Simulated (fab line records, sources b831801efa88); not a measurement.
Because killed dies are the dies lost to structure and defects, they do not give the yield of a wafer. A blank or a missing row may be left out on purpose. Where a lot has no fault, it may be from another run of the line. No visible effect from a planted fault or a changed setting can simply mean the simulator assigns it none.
What tool caused it? -- flow sky130 -- 72 wafers from 24 lots sampled at 4 of the route's 708 steps

## WHAT THE GAUGES READ, wafer by wafer
SKY_VIA1_BOW_MEAS_03.
lot,measured,on,VIA1_BOW (um)
L074,day 33 04:04,film-metro-04,77 90 80
L075,day 33 17:38,film-metro-02,91 86 75
L076,day 33 20:14,film-metro-03,90 75 79
L077,day 33 20:58,film-metro-02,83 83 86
L078,day 34 05:21,film-metro-03,77 82 69
L079,day 34 19:43,film-metro-02,75 82 94
L080,day 35 05:19,film-metro-02,83 77 88
L081,day 35 17:20,film-metro-03,95 100 77
L082,day 35 21:37,film-metro-02,67 61 73
L083,day 36 00:08,film-metro-03,71 87 82
L084,day 36 09:45,film-metro-03,81 82 69
L085,day 36 13:09,film-metro-02,77 91 81
L086,day 36 19:53,film-metro-03,75 75 81
L087,day 37 05:28,film-metro-02,83 77 76
L088,day 37 15:42,film-metro-04,78 76 77
L089,day 37 22:40,film-metro-02,72 81 99
L090,day 38 01:49,film-metro-02,81 81 76
L091,day 38 10:09,film-metro-04,87 78 70
L092,day 38 11:40,film-metro-02,83 81 75
L093,day 38 20:29,film-metro-02,83 84 71
L094,day 39 05:41,film-metro-02,87 85 88
L095,day 40 00:43,film-metro-03,77 72 79
L096,day 40 01:35,film-metro-03,75 69 89
L097,day 40 01:53,film-metro-03,100 93 81

SKY_METAL2_CD_MEAS_15: target cd 140 nm.
lot,measured,on,cd-nm (nm)
L074,day 35 10:21,cd-sem-02,142.0 139.9 140.9
L075,day 35 23:56,cd-sem-02,139.9 138.1 139.2
L076,day 36 02:19,cd-sem-02,140.5 138.6 139.6
L077,day 36 04:01,cd-sem-02,140.1 139.5 141.1
L078,day 36 11:40,cd-sem-02,139.8 141.2 139.2
L079,day 37 00:59,cd-sem-02,141.3 141.9 141.1
L080,day 37 11:01,cd-sem-01,137.9 139.2 138.4
L081,day 37 23:18,cd-sem-02,139.6 140.7 142.1
L082,day 38 02:21,cd-sem-01,141.2 141.3 143.1
L083,day 38 04:41,cd-sem-01,136.0 138.2 135.2
L084,day 38 14:20,cd-sem-01,138.3 138.5 137.3
L085,day 38 18:03,cd-sem-02,139.6 138.5 140.9
L086,day 39 00:28,cd-sem-02,139.6 138.9 138.5
L087,day 39 09:11,cd-sem-02,139.8 139.6 141.4
L088,day 39 20:14,cd-sem-02,140.4 140.5 140.0
L089,day 40 02:46,cd-sem-02,138.8 139.0 141.6
L090,day 40 05:13,cd-sem-02,138.8 138.3 138.5
L091,day 40 14:10,cd-sem-02,140.6 141.7 140.2
L092,day 40 15:41,cd-sem-01,137.5 139.3 138.0
L093,day 40 23:21,cd-sem-01,141.0 139.7 139.6
L094,day 41 08:02,cd-sem-02,139.5 140.2 140.6
L095,day 42 02:22,cd-sem-01,136.0 139.0 138.8
L096,day 42 03:39,cd-sem-01,139.9 139.5 139.7
L097,day 42 04:18,cd-sem-01,141.5 141.9 141.1

## WHICH TOOL RAN EACH LOT (tool, then ch and the chambers of the sampled wafers, then the start)
lot,SKY_LOCAL_INTERCONNECT_ETCH_13,SKY_VIA1_SPUTTER_20
L074,"rie-metal-03 ch 0,1, day 30 16:53","pvd-sputter-04, day 34 07:08"
L075,"rie-metal-01 ch 0,1, day 31 06:28","pvd-sputter-02, day 34 20:53"
L076,"rie-metal-01 ch 0,1, day 31 07:41","pvd-sputter-01, day 34 23:01"
L077,"rie-metal-04 ch 0,1, day 31 09:14","pvd-sputter-01, day 35 00:38"
L078,"rie-metal-03 ch 0,1, day 31 19:32","pvd-sputter-01, day 35 08:35"
L079,"rie-metal-01 ch 0,1, day 32 09:53","pvd-sputter-01, day 35 22:44"
L080,"rie-metal-01 ch 0,1, day 32 19:41","pvd-sputter-01, day 36 08:52"
L081,"rie-metal-01 ch 0,1, day 33 07:28","pvd-sputter-02, day 36 20:50"
L082,"rie-metal-03 ch 0,1, day 33 12:11","pvd-sputter-04, day 37 00:37"
L083,"rie-metal-03 ch 0,1, day 33 15:31","pvd-sputter-02, day 37 03:02"
L084,"rie-metal-01 ch 0,1, day 34 00:58","pvd-sputter-02, day 37 12:26"
L085,"rie-metal-04 ch 0,1, day 34 04:14","pvd-sputter-01, day 37 15:44"
L086,"rie-metal-04 ch 0,1, day 34 10:32","pvd-sputter-02, day 37 22:10"
L087,"rie-metal-03 ch 0, day 34 20:08","pvd-sputter-04, day 38 07:49"
L088,"rie-metal-04 ch 0,1, day 35 07:31","pvd-sputter-02, day 38 17:56"
L089,"rie-metal-01 ch 1, day 35 13:13","pvd-sputter-01, day 39 00:51"
L090,"rie-metal-01 ch 0,1, day 35 17:20","pvd-sputter-02, day 39 03:51"
L091,"rie-metal-03 ch 0,1, day 36 00:55","pvd-sputter-04, day 39 12:43"
L092,"rie-metal-04 ch 0,1, day 36 03:41","pvd-sputter-04, day 39 13:26"
L093,"rie-metal-01 ch 0,1, day 36 12:23","pvd-sputter-01, day 39 22:18"
L094,"rie-metal-03 ch 0, day 36 21:16","pvd-sputter-04, day 40 06:58"
L095,"rie-metal-01 ch 0,1, day 37 17:59","pvd-sputter-01, day 41 01:30"
L096,"rie-metal-04 ch 0,1, day 37 18:50","pvd-sputter-04, day 41 03:10"
L097,"rie-metal-03 ch 1, day 37 20:31","pvd-sputter-01, day 41 03:34"
- SKY_LOCAL_INTERCONNECT_ETCH_13: etches BARC in N2/H2, stops on SiO2, time 45.9 s, target depth 60 nm.
- SKY_VIA1_SPUTTER_20: material TiN, target thk 20 nm, time 80 s.

## AS READ BY THE TOOLS THEMSELVES (means over the sampled wafers that have a number; for cases with no such wafer, the mark the record gives instead)
SKY_LOCAL_INTERCONNECT_ETCH_13.
lot,tool,drypump-motor-current-A (A),oes-product-au (a.u.),throttle-valve-pct (%)
L074,rie-metal-03,6.1,0.853,13.216
L075,rie-metal-01,5.3,0.855,13.222
L076,rie-metal-01,5.6,0.858,13.225
L077,rie-metal-04,5.5,0.856,13.228
L078,rie-metal-03,6.0,0.856,13.230
L079,rie-metal-01,5.3,0.853,13.221
L080,rie-metal-01,5.3,0.857,13.230
L081,rie-metal-01,5.3,0.852,13.227
L082,rie-metal-03,6.1,0.857,13.222
L083,rie-metal-03,6.0,0.854,13.221
L084,rie-metal-01,5.6,0.852,13.218
L085,rie-metal-04,5.5,0.854,13.221
L086,rie-metal-04,5.5,0.855,13.233
L087,rie-metal-03,5.8,0.857,13.228
L088,rie-metal-04,5.6,0.847,13.219
L089,rie-metal-01,6.0,0.858,13.224
L090,rie-metal-01,5.3,0.853,13.231
L091,rie-metal-03,6.1,0.853,13.232
L092,rie-metal-04,5.6,0.851,13.223
L093,rie-metal-01,5.6,0.853,13.219
L094,rie-metal-03,5.8,0.856,13.224
L095,rie-metal-01,5.6,0.853,13.221
L096,rie-metal-04,5.5,0.854,13.225
L097,rie-metal-03,6.3,0.853,13.220

SKY_VIA1_SPUTTER_20.
lot,tool,throttle-valve-pct (%)
L074,pvd-sputter-04,29.8
L075,pvd-sputter-02,29.7
L076,pvd-sputter-01,29.2
L077,pvd-sputter-01,30.8
L078,pvd-sputter-01,30.0
L079,pvd-sputter-01,30.2
L080,pvd-sputter-01,29.6
L081,pvd-sputter-02,30.7
L082,pvd-sputter-04,29.7
L083,pvd-sputter-02,30.0
L084,pvd-sputter-02,29.2
L085,pvd-sputter-01,29.8
L086,pvd-sputter-02,29.7
L087,pvd-sputter-04,29.8
L088,pvd-sputter-02,30.1
L089,pvd-sputter-01,30.3
L090,pvd-sputter-02,30.9
L091,pvd-sputter-04,29.4
L092,pvd-sputter-04,28.9
L093,pvd-sputter-01,30.9
L094,pvd-sputter-04,29.1
L095,pvd-sputter-01,29.6
L096,pvd-sputter-04,29.1
L097,pvd-sputter-01,30.2

## THE ANSWER, worked out from the rows above alone
Rule: what is usual is taken from the lots themselves. The widest of any qualifying gaps counts: lots, ordered by their means at a reading, are off when they make up no more than a third of the lots, leave a main group of 4 or more, and stand apart from it by 3 or more times the standard deviation of that group's means. A main group is skipped when, at the precision printed for the reading in the tables above, its means are all equal. Also off: a lot with no number at a reading for which 4 or more lots have one. All remaining lots with rows at the step are treated as sound. First the gauges in route order, then the tools' own readings, where a lot's mean is used as printed above. The first step at which some lot is off is used, and at that step the reading that is off furthest; a lot without a number counts as furthest.
Nothing can be told from this: no lot is off at any reading shown.

## WHAT WAS PUT IN BY THE SIMULATOR
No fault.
